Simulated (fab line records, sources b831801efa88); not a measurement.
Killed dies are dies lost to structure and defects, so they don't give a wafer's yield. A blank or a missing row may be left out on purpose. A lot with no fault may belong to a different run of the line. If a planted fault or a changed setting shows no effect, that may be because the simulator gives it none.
One fault through the eyes of 2 desks    flow gf180mcu    only its own numbers are on each desk; what lay behind them is given at the end

THE TOOL OWNER'S DESK: pvd_sputter-01
The tool's own readings at GF_M4_SPUTTER_00 (material Ti, target thk 37.5 nm, time 150 s): means of the sampled wafers that have a number, for each lot that ran on this tool. A lot is out of limits, marked OUT, if its mean lies more than 4 standard deviations from the usual mean; the brackets give that distance.
Columns: A = cathode_dc_power_W at GF_M4_SPUTTER_00, usual 4000.0 W; B = throttle_valve_pct at GF_M4_SPUTTER_00, usual 30.3 %
lot   first seen here  A                         B
L195  day 22 11:11     3999.7                    30.8
L200  day 24 05:08     4000.6                    30.7
L201  day 24 18:55     3999.7                    30.8
L203  day 25 07:38     4471.2 (+99 or more) OUT  30.4
L206  day 26 07:18     4469.9 (+99 or more) OUT  30.7
This desk's finding: out of limits on L203, L206; first on L203, day 25 07:38 (cathode_dc_power_W at GF_M4_SPUTTER_00). L195, L200, L201: within limits.

AT THE METROLOGY DESK
Lot by lot, what the gauges showed, no matter which tool ran the lot: averages of those sampled wafers that carry a number. A lot is out of limits, marked OUT, if its mean lies more than 4 standard deviations from the usual mean; the brackets give that distance.
Columns: A = V3_W_RS at GF_V3_RS_MEAS_24, usual 0.326 ohm/sq; B = M4_ALCU_RS at GF_M4_RS_MEAS_05, usual 0.0695 ohm/sq
lot   first seen here  A      B
L195  day 22 10:44     0.327  0.0687
L197  day 23 00:23     0.325  0.0699
L198  day 23 12:50     0.332  0.0707
L199  day 23 17:49     0.331  0.0693
L200  day 24 04:39     0.323  0.0686
L201  day 24 18:27     0.320  0.0700
L202  day 24 22:23     0.322  0.0697
L203  day 25 07:10     0.328  0.0677
L206  day 26 06:50     0.326  0.0693
L207  day 26 18:35     0.331  0.0705
L208  day 27 06:21     0.331  0.0698
L209  day 27 16:12     0.327  0.0694
L210  day 27 20:07     0.331  0.0690
L211  day 28 00:47     0.321  0.0696
This desk's finding: nothing out of limits on any of the 14 lots.

ALL TOGETHER
An alarm could have come from the tool owner's desk at day 25 07:38, on L203, L206.
The metrology desk saw nothing out of limits.
The metrology desk holds a record of L203, L206, inside its limits.
The lots listed all ran GF_M4_SPUTTER_00 on pvd_sputter-01.

WHAT THE SIMULATOR HAD INSERTED
Drift in process parameters on pvd_sputter-01 at GF_M4_SPUTTER_00, starting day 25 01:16. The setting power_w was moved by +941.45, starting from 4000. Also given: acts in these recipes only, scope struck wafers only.
Lots struck among those shown: L203, L206.
Time in hours from fault onset to the first out-of-limits reading at each desk: the tool owner's desk, 6.
